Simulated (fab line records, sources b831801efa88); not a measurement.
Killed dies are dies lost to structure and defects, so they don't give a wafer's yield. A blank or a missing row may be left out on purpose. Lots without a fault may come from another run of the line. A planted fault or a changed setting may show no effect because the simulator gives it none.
Tool commonality check | flow sky130 | 13 lots, 39 wafers sampled

WHY IT WAS OPENED
At SKY_NWELL_TW_MEAS_15 the reading NWELL_TW is flagged on 1 of 13 lots. Wafers without a fault read 1809, standard deviation 10.
Rule: a lot is flagged when every wafer of it that has a number lies more than 4 standard deviations from that mean, or none has a number. The other lots count as sound.

lot  | measured     | on            | NWELL_TW, wafer by wafer | flag
L802 | day 4 11:22  | film_metro-03 | 1806 1816 1805           |
L803 | day 4 18:52  | film_metro-02 | 1824 1825 1823           |
L804 | day 5 01:17  | film_metro-02 | 1819 1808 1804           |
L805 | day 5 07:34  | film_metro-04 | 1816 1816 1819           |
L806 | day 5 11:53  | film_metro-03 | 1797 1795 1809           |
L808 | day 6 03:43  | film_metro-04 | 30 30 30                 | FLAGGED
L818 | day 8 15:13  | film_metro-03 | 1796 1796 1804           |
L819 | day 8 15:46  | film_metro-02 | 1812 1821 1822           |
L820 | day 8 22:19  | film_metro-04 | 1809 1811 1792           |
L822 | day 9 09:44  | film_metro-02 | 1828 1828 1814           |
L823 | day 9 18:33  | film_metro-03 | 1799 1805 1811           |
L824 | day 10 05:06 | film_metro-02 | 1830 1823 1822           |
L825 | day 10 12:44 | film_metro-02 | 1829 1818 1825           |
The numbers of the flagged lots are 30 on average: -1779 against the usual, or -99 or more standard deviations.

WHICH TOOL RAN EACH LOT
The record holds 2 process steps before the reading, out of a route of 708 steps. In each cell: the tool, then ch and the chambers that the sampled wafers went through, then the start.
lot  | flag    | SKY_PWDE_STRIP_09                   | SKY_NWELL_STRIP_14
L802 |         | plasma_asher-03 ch 0,1, day 3 19:13 | plasma_asher-01 ch 0,1, day 4 11:16
L803 |         | plasma_asher-03 ch 0,1, day 4 01:56 | plasma_asher-04 ch 0,1, day 4 18:45
L804 |         | plasma_asher-04 ch 0,1, day 4 07:48 | plasma_asher-04 ch 0,1, day 5 01:12
L805 |         | plasma_asher-04 ch 0,1, day 4 13:45 | plasma_asher-01 ch 0,1, day 5 07:29
L806 |         | plasma_asher-03 ch 0,1, day 4 18:09 | plasma_asher-03 ch 0,1, day 5 11:48
L808 | FLAGGED | plasma_asher-03 ch 0,1, day 5 08:28 | plasma_asher-03 ch 0,1, day 6 03:37
L818 |         | plasma_asher-03 ch 0,1, day 7 17:32 | plasma_asher-01 ch 0,1, day 8 15:06
L819 |         | plasma_asher-02 ch 0,1, day 7 18:25 | plasma_asher-04 ch 0,1, day 8 15:40
L820 |         | plasma_asher-02 ch 0,1, day 8 01:01 | plasma_asher-04 ch 0,1, day 8 22:13
L822 |         | plasma_asher-02 ch 0,1, day 8 11:58 | plasma_asher-03 ch 0,1, day 9 09:39
L823 |         | plasma_asher-04 ch 0,1, day 8 20:19 | plasma_asher-04 ch 0,1, day 9 18:27
L824 |         | plasma_asher-04 ch 1, day 9 06:28   | plasma_asher-03 ch 0,1, day 10 05:00
L825 |         | plasma_asher-03 ch 0,1, day 9 13:34 | plasma_asher-04 ch 0,1, day 10 12:37
What these steps do:
- SKY_PWDE_STRIP_09: strips in O2/N2.
- SKY_NWELL_STRIP_14: strips in O2/N2.
- SKY_NWELL_TW_MEAS_15

FLAGGED OVER TOTAL, TOOL BY TOOL (the gauges that took the reading come last)
step                 | tool            | lots run | flagged | share of the flagged lots | sound lots run after its first flagged lot
SKY_PWDE_STRIP_09    | plasma_asher-02 | 3        | 0       | none                      | -
SKY_PWDE_STRIP_09    | plasma_asher-03 | 6        | 1       | all                       | 2 (L818,L825)
SKY_PWDE_STRIP_09    | plasma_asher-04 | 4        | 0       | none                      | -
SKY_NWELL_STRIP_14   | plasma_asher-01 | 3        | 0       | none                      | -
SKY_NWELL_STRIP_14   | plasma_asher-03 | 4        | 1       | all                       | 2 (L822,L824)
SKY_NWELL_STRIP_14   | plasma_asher-04 | 6        | 0       | none                      | -
SKY_NWELL_TW_MEAS_15 | film_metro-02   | 6        | 0       | none                      | -
SKY_NWELL_TW_MEAS_15 | film_metro-03   | 4        | 0       | none                      | -
SKY_NWELL_TW_MEAS_15 | film_metro-04   | 3        | 1       | all                       | 1 (L820)

WHAT THE TABLE ALLOWS
3 rows of the table ran every flagged lot: plasma_asher-03 at SKY_PWDE_STRIP_09, plasma_asher-03 at SKY_NWELL_STRIP_14, film_metro-04 at SKY_NWELL_TW_MEAS_15.
- plasma_asher-03 at SKY_PWDE_STRIP_09: 1 of its 6 lots flagged. Sound lots ran on it after the first flagged one (L818, L825), which a lasting fault on the whole tool wouldn't allow. Its own readings lie more than 4 standard deviations out on every wafer of the flagged lots: oes_product_au.
- plasma_asher-03 at SKY_NWELL_STRIP_14: 1 of its 4 lots flagged. Sound lots ran on it after the first flagged one (L822, L824), which a lasting fault on the whole tool wouldn't allow. Its own readings lie more than 4 standard deviations out on every wafer of the flagged lots: strip_time_to_endpoint_s.
- film_metro-04 at SKY_NWELL_TW_MEAS_15: 1 of its 3 lots flagged. Sound lots ran on it after the first flagged one (L820), which a lasting fault on the whole tool wouldn't allow.
No row of the table ran every flagged lot and no sound lot after the first.

WHAT THE SIMULATOR HAD PUT IN
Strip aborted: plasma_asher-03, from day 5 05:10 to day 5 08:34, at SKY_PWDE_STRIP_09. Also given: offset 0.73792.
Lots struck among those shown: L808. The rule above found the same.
